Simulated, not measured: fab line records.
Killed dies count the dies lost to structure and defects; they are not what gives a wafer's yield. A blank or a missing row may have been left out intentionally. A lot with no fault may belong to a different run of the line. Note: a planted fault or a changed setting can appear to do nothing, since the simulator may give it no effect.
Matching of chambers || flow sky130 || rie_diel-02 running SKY_METAL3_ETCH_17: 4 sister chambers
The step etches SiO2 in C4F8/O2/Ar, stops on TiN, time 3.9 s, target depth 15 nm. 18 wafers are shown with their chamber, then 9 later ones without.

## WAFERS PAIRED WITH THEIR CHAMBERS
{"wafer": "L076.1", "chamber": 1, "oes_product_au (a.u.)": 0.741}
{"wafer": "L076.4", "chamber": 3, "oes_product_au (a.u.)": 0.744}
{"wafer": "L076.6", "chamber": 2, "oes_product_au (a.u.)": 0.749}
{"wafer": "L084.1", "chamber": 3, "oes_product_au (a.u.)": 0.756}
{"wafer": "L084.5", "chamber": 2, "oes_product_au (a.u.)": 0.747}
{"wafer": "L084.6", "chamber": 0, "oes_product_au (a.u.)": 0.754}
{"wafer": "L085.1", "chamber": 3, "oes_product_au (a.u.)": 0.741}
{"wafer": "L085.2", "chamber": 0, "oes_product_au (a.u.)": 0.759}
{"wafer": "L085.3", "chamber": 2, "oes_product_au (a.u.)": 0.746}
{"wafer": "L087.1", "chamber": 2, "oes_product_au (a.u.)": 0.744}
{"wafer": "L087.3", "chamber": 3, "oes_product_au (a.u.)": 0.745}
{"wafer": "L087.4", "chamber": 0, "oes_product_au (a.u.)": 0.748}
{"wafer": "L088.4", "chamber": 1, "oes_product_au (a.u.)": 0.748}
{"wafer": "L088.5", "chamber": 0, "oes_product_au (a.u.)": 0.752}
{"wafer": "L088.6", "chamber": 3, "oes_product_au (a.u.)": 0.747}
{"wafer": "L089.1", "chamber": 2, "oes_product_au (a.u.)": 0.744}
{"wafer": "L089.2", "chamber": 3, "oes_product_au (a.u.)": 0.740}
{"wafer": "L089.3", "chamber": 1, "oes_product_au (a.u.)": 0.744}

SIGNATURES, as means of the wafers listed above
{"reading": "oes_product_au", "chamber 0": 0.75325, "chamber 1": 0.74433, "chamber 2": 0.74600, "chamber 3": 0.74550, "scatter within a chamber": 0.0044}
Rule: for each reading, subtract the chamber's mean from the wafer's reading, divide by that reading's scatter and square the result; add these up over the readings and take the root, which gives the wafer's distance from the chamber. If the next closest chamber is less than 2 further off than the closest, the wafer can't be placed; otherwise it belongs to the closest. The scatter: the root of (the sum of the squares of (reading less its chamber's mean) over the shown wafers, divided by (wafers less chambers)).

## WAFERS WHOSE CHAMBER IS MISSING
{"wafer": "L089.4", "oes_product_au (a.u.)": 0.759}
{"wafer": "L089.5", "oes_product_au (a.u.)": 0.746}
{"wafer": "L089.6", "oes_product_au (a.u.)": 0.754}
{"wafer": "L091.2", "oes_product_au (a.u.)": 0.735}
{"wafer": "L091.5", "oes_product_au (a.u.)": 0.739}
{"wafer": "L091.6", "oes_product_au (a.u.)": 0.750}
{"wafer": "L096.2", "oes_product_au (a.u.)": 0.753}
{"wafer": "L096.4", "oes_product_au (a.u.)": 0.760}
{"wafer": "L096.6", "oes_product_au (a.u.)": 0.749}

## WHICH CHAMBER EACH WENT THROUGH
{"wafer": "L089.4", "from the rows above": "can't be placed: 0 or 2 or 3", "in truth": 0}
{"wafer": "L089.5", "from the rows above": "can't be placed: 2 or 3 or 1 or 0", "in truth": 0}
{"wafer": "L089.6", "from the rows above": "can't be placed: 0 or 2 or 3", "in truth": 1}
{"wafer": "L091.2", "from the rows above": "can't be placed: 1 or 3 or 2", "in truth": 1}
{"wafer": "L091.5", "from the rows above": "can't be placed: 1 or 3 or 2", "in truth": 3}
{"wafer": "L091.6", "from the rows above": "can't be placed: 0 or 2 or 3 or 1", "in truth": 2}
{"wafer": "L096.2", "from the rows above": "can't be placed: 0 or 2 or 3 or 1", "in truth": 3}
{"wafer": "L096.4", "from the rows above": "can't be placed: 0 or 2 or 3", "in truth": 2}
{"wafer": "L096.6", "from the rows above": "can't be placed: 2 or 3 or 0 or 1", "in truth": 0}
Correct placement for 0 of the 9. Not placeable from these rows: 9 (in 8, the candidates include the true chamber). Number placed wrongly: 0.
